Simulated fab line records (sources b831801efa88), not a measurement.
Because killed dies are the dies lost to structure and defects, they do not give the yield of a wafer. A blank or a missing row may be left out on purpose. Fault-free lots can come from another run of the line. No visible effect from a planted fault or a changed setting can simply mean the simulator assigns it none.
Chamber matching ; flow gf180mcu ; GF_POLY_GATE_ETCH_13 on rie_si-02 has 4 sister chambers
The step etches poly-Si in HBr/Cl2, stops on SiO2, target depth 198.5 nm, time 69.6 s. 16 wafers are shown with their chamber, then 8 later ones without.

== WAFERS PAIRED WITH THEIR CHAMBERS ==
wafer;chamber;drypump_motor_current_A (A);oes_product_au (a.u.);throttle_valve_pct (%)
L764.1;2;5.8;0.982;33.699
L764.3;1;5.4;0.995;33.691
L764.4;0;5.5;0.992;33.687
L765.4;0;5.5;0.987;33.684
L765.5;2;5.8;0.977;33.683
L765.6;1;5.4;0.985;33.694
L767.1;0;5.5;0.996;33.690
L767.2;3;6.3;0.999;33.691
L767.4;2;5.8;0.991;33.677
L777.1;1;5.4;0.998;33.686
L777.4;2;5.8;0.979;33.689
L777.5;0;5.5;0.992;33.689
L780.1;3;6.4;0.995;33.688
L780.5;0;5.5;0.997;33.680
L780.6;3;6.4;0.996;33.688
L784.1;0;5.5;0.984;33.694

SIGNATURES (means of the wafers above)
reading;chamber 0;chamber 1;chamber 2;chamber 3;scatter within a chamber
drypump_motor_current_A;5.500;5.400;5.800;6.367;0.0236
oes_product_au;0.99133;0.99267;0.98225;0.99667;0.00535
throttle_valve_pct;33.68733;33.69033;33.68700;33.68900;0.00593
Rule: a wafer lies at a distance from a chamber equal to the root of the sum of squares, over the readings, of (its reading less the chamber's mean, divided by the reading's scatter). If the next closest chamber is less than 2 further off than the closest, the wafer can't be placed; otherwise it belongs to the closest. How the scatter is found: for the shown wafers, subtract from each reading the mean of its chamber, square and add these, divide the total by (wafers less chambers), then take the root.

== WAFERS WITHOUT THEIR CHAMBER ==
wafer;drypump_motor_current_A (A);oes_product_au (a.u.);throttle_valve_pct (%)
L784.4;5.5;0.990;33.696
L784.6;6.4;0.990;33.676
L785.1;6.4;0.993;33.690
L785.2;5.5;0.995;33.684
L785.6;5.8;0.982;33.689
L787.3;5.8;0.994;33.683
L787.4;5.5;0.982;33.681
L787.5;5.3;0.992;33.677

== THE CHAMBER EACH PASSED THROUGH ==
wafer;from the rows above;in truth
L784.4;0;0
L784.6;3;3
L785.1;3;3
L785.2;0;0
L785.6;2;2
L787.3;2;2
L787.4;0;0
L787.5;1;1
Correct placement for 8 of the 8. Number that these rows cannot place: 0. Wrongly placed: 0.
